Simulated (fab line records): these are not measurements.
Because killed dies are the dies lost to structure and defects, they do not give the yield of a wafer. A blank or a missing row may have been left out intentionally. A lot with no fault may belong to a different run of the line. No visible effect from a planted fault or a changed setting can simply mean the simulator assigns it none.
fab line records	flow sky130
record lots=12	wafers=36	last_day=50
route steps=708 shown VT_ADJUST_NCORE@127 VT_ADJUST_PCH@152 SONOS_TUNNEL@160 PAD_OPEN@708
lots with no fault: from the same line, run without faults
start_h: hours from the record's opening day to when the first of the lot's shown wafers began	wait_h: hours since the lot's step before	" identical to the entry in the row above	L1.1+2: one row covering several wafers at once	- either no value or no given start	* or withheld: withheld	< > ~ a bound
route shown NAME@n: names a module that has steps shown in the file, with the first one's number in the route	usual: mean/standard deviation taken from wafers without a fault	same: alike in all rows	chamber/n: place in a boat	sites: each site's reading	_std_site: how widely they spread, as a standard deviation	_edge_site: outer sites' mean less inner sites'	radius_mm: for every site, how far away it sits from the centre of the wafer	mask NAME#n: copy n	behind: the most recent tool/chamber to have shaped the wafer	hold: why the lot was held/for how many hours/how that ended	device: the transistor (n, p or np) that didn't switch	end of line: at the end of the route, the tests of the same wafers	a step with no rows: only its recipe	killed: dies lost to structure and defects at the first sort, not the wafer's yield	map: shows each die of a wafer: x if killed, . if not, _ if none is there
set.NAME: the setting the step ran with; set.NAME@STEP: the setting that earlier step ran with	model.NAME: the simulator's own value behind a step, which no gauge read
route steps across a sampled set of lots; one table per step, one row per wafer
services: from which hour (start_h, from the record's first day; less than 0 if before it) a tool's chamber was out of use, for how many hours, and why
## steps
# step SKY_VT_ADJUST_NCORE_OVL_MEAS_08
# usual VT_ADJUST_NCORE_OVL=-1.0/1.2
lot.wafer	tool	chamber	start_h	wait_h	VT_ADJUST_NCORE_OVL[nm]
L578.2	overlay-01	-	176.83	0.1	-2.5
L578.4	"	-	"	"	-2.4
L578.5	"	-	"	"	-2.8
L579.1	overlay-01	-	184.66	0.1	-0.3
L579.4	"	-	"	"	-1.8
L579.5	"	-	"	"	-1.6
L580.3	overlay-02	-	193.19	0.1	-2.0
L580.4	"	-	"	"	-0.1
L580.6	"	-	"	"	-0.5
L581.1	overlay-02	-	198.81	0.1	0.5
L581.2	"	-	"	"	-1.1
L581.4	"	-	"	"	-0.6
L583.1	overlay-02	-	214.37	0.1	-1.9
L583.4	"	-	"	"	-3.4
L583.5	"	-	"	"	-2.4
L584.2	overlay-01	-	224.89	0.1	0.3
L584.3	"	-	"	"	-1.8
L584.4	"	-	"	"	-0.6
L588.1	overlay-02	-	252.13	0.1	-1.9
L588.2	"	-	"	"	-0.1
L588.6	"	-	"	"	-0.9
L589.2	overlay-02	-	259.73	0.1	-1.4
L589.4	"	-	"	"	-2.2
L589.5	"	-	"	"	-2.2
L595.1	overlay-02	-	301.98	0.1	-0.1
L595.5	"	-	"	"	-0.5
L595.6	"	-	"	"	0.1
L597.2	overlay-01	-	317.98	0.1	-1.6
L597.3	"	-	"	"	0.4
L597.5	"	-	"	"	0.9
L599.1	overlay-02	-	330.18	0.1	0.6
L599.4	"	-	"	"	-2.6
L599.5	"	-	"	"	1.4
L601.1	overlay-01	-	354.03	0.1	-0.4
L601.3	"	-	"	"	-3.4
L601.5	"	-	"	"	-2.2
# step SKY_VT_ADJUST_NCORE_STRIP_10
# recipe chemistry=O2/N2	power_w=1400	pressure_mtorr=1500	platen_temp_c=withheld	o2_flow_sccm=3000	n2_flow_sccm=300	overash_fraction=0.5
# usual chamber_pressure_mTorr=1499.9/1.4	drypump_motor_current_A=5.6/0.47	o2_flow_sccm=3000/9.3	oes_product_au=0.715/0.0048	strip_time_to_endpoint_s=14.15/0.039
lot.wafer	tool	chamber	start_h	wait_h	chamber_pressure_mTorr	drypump_motor_current_A	o2_flow_sccm	oes_product_au	rf_hours_counter_h	strip_time_to_endpoint_s
L578.2	plasma_asher-01	1	177.01	0.1	1499.5	6.1	3005	0.712	50	14.15
L578.4	"	1	"	"	1500.1	6.1	3011	0.710	-	14.15
L578.5	"	1	"	"	1498.1	6.1	3006	0.716	-	14.16
L579.1	plasma_asher-03	0	184.84	0.1	1501.3	6.1	2990	0.711	6	14.21
L579.4	"	1	"	"	1501.2	5.4	2987	0.707	-	14.21
L579.5	"	0	"	"	1501.8	6.1	2991	0.717	-	14.19
L580.3	plasma_asher-03	0	193.39	0.1	1501.4	6.1	3002	0.720	-	14.14
L580.4	"	1	"	"	1499.0	5.4	2982	0.721	-	14.09
L580.6	"	1	"	"	1499.2	5.4	2980	0.721	-	14.15
L581.1	plasma_asher-01	0	198.99	0.1	1499.2	5.2	2986	0.708	52	14.15
L581.2	"	1	"	"	1498.5	6.0	3011	0.719	52	14.14
L581.4	"	0	"	"	1500.5	5.2	3012	0.718	-	14.19
L583.1	plasma_asher-02	0	214.56	0.1	1499.8	6.1	3002	0.717	38	14.15
L583.4	"	1	"	"	1501.5	4.8	2998	0.715	-	14.13
L583.5	"	0	"	"	1500.3	6.1	2998	0.709	-	14.15
L584.2	plasma_asher-03	0	225.07	0.1	1497.2	6.1	2975	0.713	10	14.15
L584.3	"	1	"	"	1498.7	5.4	3008	0.719	-	14.10
L584.4	"	0	"	"	1497.0	6.1	2986	0.719	-	14.12
L588.1	plasma_asher-03	0	252.32	0.1	1500.4	6.1	2998	0.711	14	14.14
L588.2	"	1	"	"	1500.2	5.4	3004	0.709	14	14.15
L588.6	"	0	"	"	1498.4	6.1	3007	0.715	-	14.19
L589.2	plasma_asher-01	0	259.91	0.1	1500.6	5.2	2995	0.710	59	14.15
L589.4	"	0	"	"	1498.0	5.2	2995	0.715	-	14.13
L589.5	"	1	"	"	1497.9	6.0	2997	0.721	-	14.11
L595.1	plasma_asher-01	0	302.17	0.1	1501.4	5.2	3001	0.722	63	14.16
L595.5	"	0	"	"	1500.2	5.2	3003	0.707	-	14.14
L595.6	"	1	"	"	1499.2	6.0	2996	0.720	-	14.18
L597.2	plasma_asher-02	0	318.16	0.1	1499.2	6.0	3003	0.714	50	14.21
L597.3	"	1	"	"	1500.9	4.8	3001	0.723	-	14.21
L597.5	"	1	"	"	1499.3	4.8	2997	0.715	-	14.18
L599.1	plasma_asher-03	1	330.37	0.1	1497.7	5.3	3006	0.716	22	14.20
L599.4	"	1	"	"	1500.2	5.3	2990	0.717	-	14.24
L599.5	"	0	"	"	1500.3	6.1	3001	0.715	-	14.18
L601.1	plasma_asher-02	0	354.22	0.1	1498.8	6.0	2997	0.722	53	14.14
L601.3	"	0	"	"	1498.6	6.0	2994	0.710	-	14.13
L601.5	"	1	"	"	1499.8	4.7	3003	0.717	-	14.17
# step SKY_VT_ADJUST_PCH_STRIP_09
# recipe chemistry=O2/N2	power_w=1400	pressure_mtorr=1500	platen_temp_c=withheld	o2_flow_sccm=3000	n2_flow_sccm=300	overash_fraction=0.5
# usual chamber_pressure_mTorr=1500.0/1.3	drypump_motor_current_A=5.4/0.49	o2_flow_sccm=2998/9.4	oes_product_au=0.724/0.0048	strip_time_to_endpoint_s=36.94/0.098
lot.wafer	tool	chamber	start_h	wait_h	chamber_pressure_mTorr	drypump_motor_current_A	o2_flow_sccm	oes_product_au	rf_hours_counter_h	strip_time_to_endpoint_s
L578.2	plasma_asher-02	0	221.44	0.1	1499.0	6.0	2999	0.727	40	36.86
L578.4	"	0	"	"	1499.2	6.0	2984	0.721	-	36.91
L578.5	"	0	"	"	1497.9	6.0	2999	0.719	-	36.86
L579.1	plasma_asher-02	0	229.30	0.1	1501.3	6.1	3005	0.721	41	36.96
L579.4	"	1	"	"	1501.2	4.7	2995	0.726	-	36.87
L579.5	"	0	"	"	1500.4	6.0	3000	0.730	-	36.94
L580.3	plasma_asher-03	0	239.22	0.1	1500.6	6.1	3017	0.724	-	37.03
L580.4	"	1	"	"	1500.6	5.4	2991	0.714	-	36.93
L580.6	"	0	"	"	1501.1	6.1	3004	0.718	-	36.97
L581.1	plasma_asher-03	0	245.59	0.1	1499.1	6.1	3011	0.717	13	36.87
L581.2	"	1	"	"	1499.5	5.4	3003	0.728	13	36.84
L581.4	"	0	"	"	1501.3	6.1	3015	0.723	-	36.88
L583.1	plasma_asher-03	0	262.29	0.1	1498.7	6.1	2985	0.721	16	36.97
L583.4	"	0	"	"	1500.2	6.1	2998	0.731	-	36.93
L583.5	"	0	"	"	1501.3	6.1	2985	0.735	-	36.99
L584.2	plasma_asher-04	0	273.15	0.1	1502.0	5.6	3014	0.716	54	36.87
L584.3	"	1	"	"	1499.1	5.0	2989	0.713	-	36.91
L584.4	"	0	"	"	1499.9	5.6	3001	0.720	-	36.80
L588.1	plasma_asher-04	0	301.44	0.1	1499.6	5.6	2998	0.725	57	37.17
L588.2	"	1	"	"	1499.7	5.0	3006	0.721	57	37.09
L588.6	"	1	"	"	1501.3	5.0	2994	0.727	-	37.10
L589.2	plasma_asher-04	0	310.49	0.1	1501.9	5.6	3010	0.718	58	36.95
L589.4	"	1	"	"	1499.7	5.0	2986	0.726	-	36.99
L589.5	"	0	"	"	1498.7	5.6	3005	0.728	-	36.88
L595.1	plasma_asher-03	1	354.79	0.1	1499.7	5.4	3006	0.721	24	36.83
L595.5	"	0	"	"	1500.2	6.1	3004	0.729	-	36.88
L595.6	"	1	"	"	1499.3	5.4	3019	0.724	-	36.85
L597.2	plasma_asher-02	0	372.29	0.1	1501.2	6.0	2997	0.725	55	36.98
L597.3	"	1	"	"	1498.4	4.8	2998	0.718	-	36.86
L597.5	"	1	"	"	1499.5	4.8	3004	0.726	-	36.94
L599.1	plasma_asher-02	0	386.19	0.1	1500.9	6.0	2993	0.726	56	37.00
L599.4	"	1	"	"	1500.3	4.8	2999	0.723	-	36.94
L599.5	"	0	"	"	1502.1	6.0	2985	0.720	-	36.95
L601.1	plasma_asher-02	1	412.54	0.1	1500.0	4.8	2989	0.729	59	37.03
L601.3	"	1	"	"	1500.3	4.8	2987	0.730	-	36.98
L601.5	"	0	"	"	1499.5	6.0	3007	0.723	-	37.00
# step SKY_SONOS_TUNNEL_DEVELOP_06
# recipe resist=NOVOLAK	developer=TMAH	develop_time_s=60	dev_temp_c=23
lot.wafer	tool	chamber	start_h	wait_h
L578.2+4+5	litho_track-02	0	244.13	0.1
L579.1+4+5	litho_track-04	0	252.96	0.1
L580.3+4+6	litho_track-01	0	263.09	0.1
L581.1+2+4	litho_track-01	0	267.79	0.1
L583.1+4+5	litho_track-01	0	287.49	0.1
L584.2+3+4	litho_track-01	0	298.11	0.1
L588.1+2+6	litho_track-02	0	327.46	0.1
L589.2+4+5	litho_track-02	0	336.23	0.1
L595.1+5+6	litho_track-04	0	383.16	0.1
L597.2+3+5	litho_track-04	0	401.19	0.1
L599.1+4+5	litho_track-01	0	415.14	0.1
L601.1+3+5	litho_track-01	0	442.09	0.1
# step SKY_SONOS_TUNNEL_CD_MEAS_07
# recipe target_cd_nm=410
# usual cd_nm=410.4/1.8
lot.wafer	tool	chamber	start_h	wait_h	cd_nm
L578.2	cd_sem-01	-	244.28	0.1	411.5
L578.4	"	-	"	"	411.6
L578.5	"	-	"	"	412.8
L579.1	cd_sem-01	-	253.11	0.1	408.4
L579.4	"	-	"	"	407.1
L579.5	"	-	"	"	408.4
L580.3	cd_sem-02	-	263.23	0.1	411.1
L580.4	"	-	"	"	411.0
L580.6	"	-	"	"	409.0
L581.1	cd_sem-02	-	267.94	0.1	413.0
L581.2	"	-	"	"	411.3
L581.4	"	-	"	"	412.8
L583.1	cd_sem-01	-	287.64	0.1	409.5
L583.4	"	-	"	"	410.7
L583.5	"	-	"	"	409.2
L584.2	cd_sem-01	-	298.26	0.1	411.2
L584.3	"	-	"	"	410.4
L584.4	"	-	"	"	410.0
L588.1	cd_sem-01	-	327.61	0.1	408.3
L588.2	"	-	"	"	410.2
L588.6	"	-	"	"	409.2
L589.2	cd_sem-02	-	336.38	0.1	411.4
L589.4	"	-	"	"	411.7
L589.5	"	-	"	"	410.8
L595.1	cd_sem-01	-	383.31	0.1	413.8
L595.5	"	-	"	"	412.9
L595.6	"	-	"	"	410.3
L597.2	cd_sem-01	-	401.33	0.1	411.3
L597.3	"	-	"	"	406.6
L597.5	"	-	"	"	403.2
L599.1	cd_sem-01	-	415.29	0.1	409.8
L599.4	"	-	"	"	411.1
L599.5	"	-	"	"	408.6
L601.1	cd_sem-02	-	442.24	0.1	407.1
L601.3	"	-	"	"	405.4
L601.5	"	-	"	"	407.5
# step SKY_PAD_OPEN_PROBE_99
# usual killed_at_M0_to_M3=42/7.7	killed_at_M4_up=3.1/1.9	killed_at_contacts=24/4.9	killed_at_front_end=15/4.6	killed_at_other=0.3/0.51	killed_dies=85/9.9	killed_open=47/7.1	killed_short=38/6.7
# same gross_dies=492	killed_at_back_side=0
lot.wafer	tool	chamber	start_h	wait_h	killed_at_M0_to_M3	killed_at_M4_up	killed_at_contacts	killed_at_front_end	killed_at_other	killed_dies	killed_open	killed_short
L588.1	prober-01	-	1136.93	0.1	25	6	22	12	1	66	32	34
L588.2	prober-01	-	1136.98	0.1	37	1	33	12	0	83	44	39
L588.6	prober-01	-	1137.18	0.2	43	5	27	13	0	88	41	47
L589.2	prober-02	-	1142.16	0.1	53	8	26	12	0	99	49	50
L589.4	prober-02	-	1142.26	0.2	45	1	35	17	1	99	60	38
L589.5	prober-02	-	1142.31	0.2	50	1	24	15	0	90	50	40
# killed by level:class
L588.1 LI_CONTACT:geometric_particle:open=10 CONTACT:geometric_particle:open=7 VIA1:geometric_particle:short=5 VIA2:geometric_particle:open=5 METAL4:geometric_particle:short=5 CONTACT:geometric_particle:short=4 VIA1:geometric_particle:open=4 METAL3:geometric_particle:short=4
L588.2 CONTACT:geometric_particle:open=11 VIA1:geometric_particle:open=11 CONTACT:geometric_particle:short=8 LOCAL_INTERCONNECT:geometric_particle:short=6 METAL1:geometric_particle:short=6 VIA2:geometric_particle:open=6 LI_CONTACT:geometric_particle:short=5 FIELD_ISO:geometric_particle:open=3
L588.6 LI_CONTACT:geometric_particle:open=11 VIA1:geometric_particle:open=10 VIA1:geometric_particle:short=8 CONTACT:geometric_particle:short=6 METAL1:geometric_particle:short=6 LOCAL_INTERCONNECT:geometric_particle:short=5 METAL4:geometric_particle:short=5 POLY_GATE:geometric_particle:open=4
L589.2 LI_CONTACT:geometric_particle:open=8 METAL1:geometric_particle:short=8 CONTACT:geometric_particle:open=8 VIA1:geometric_particle:open=8 VIA3:geometric_particle:open=8 METAL2:geometric_particle:short=6 METAL4:geometric_particle:short=6 VIA2:geometric_particle:short=5
L589.4 CONTACT:geometric_particle:open=16 LI_CONTACT:geometric_particle:open=9 METAL1:geometric_particle:short=9 VIA1:geometric_particle:open=9 VIA2:geometric_particle:open=9 CONTACT:geometric_particle:short=7 VIA3:geometric_particle:open=6 METAL2:geometric_particle:short=5
L589.5 VIA1:geometric_particle:open=12 CONTACT:geometric_particle:open=8 VIA2:geometric_particle:open=7 CONTACT:geometric_particle:short=6 VIA1:geometric_particle:short=6 VIA3:geometric_particle:open=6 LI_CONTACT:geometric_particle:open=5 METAL1:geometric_particle:short=5
## services
tool	chamber	start_h	hours	kind
plasma_asher-04	-	199.78	0.7	repair
plasma_asher-04	-	208.36	54.3	repair
plasma_asher-01	-	212.83	1.9	repair
plasma_asher-01	-	247.36	3.7	repair
litho_track-02	-	264.29	-	consumable_replace:filter
plasma_asher-01	-	295.00	0.5	repair
plasma_asher-03	-	299.97	2.6	repair
plasma_asher-03	-	302.06	1.9	repair
plasma_asher-01	-	332.11	3.9	repair
plasma_asher-02	-	338.41	2.1	repair
litho_track-04	-	345.87	-	consumable_replace:filter
plasma_asher-01	-	368.96	1.6	repair
plasma_asher-01	-	419.55	4.3	pm
plasma_asher-01	-	423.88	9.0	pm
plasma_asher-01	0	423.88	9.0	vent_cycle
plasma_asher-01	1	423.88	9.0	vent_cycle
plasma_asher-02	-	425.83	0.4	repair
litho_track-01	-	429.47	-	consumable_replace:filter
plasma_asher-01	0	432.88	-	clean
plasma_asher-01	1	432.88	-	clean
## key
first_sign step=SKY_SONOS_TUNNEL_CD_MEAS_07	reading=cd_nm	direction=down	sigmas=3	usual=410.4	struck=404.9
effect none on later readings
met_at SKY_SONOS_TUNNEL_DEVELOP_06
struck_lots L597
struck_wafers L597.3,L597.5
tester_left_out L597
not_acting_at SKY_VT_ADJUST_NCORE_OVL_MEAS_08,SKY_VT_ADJUST_NCORE_STRIP_10,SKY_VT_ADJUST_PCH_STRIP_09
onset_between 383.16 401.19
fault kind=process_parameter_drift	tool=litho_track-04	chamber=-	onset_h=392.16	steps=SKY_SONOS_TUNNEL_DEVELOP_06	channel=develop_time_s	offset=*	shape=step	end_h=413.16	scope=struck_wafers_only	acts_in=*	stated=*
# tester_left_out: of these lots the tester's yield and bins aren't shown, on N5 and GAA mostly nor the transistor test; their killed dies are dies lost to structure and defects alone, not to doping, threshold or leakage, so they don't give the yield
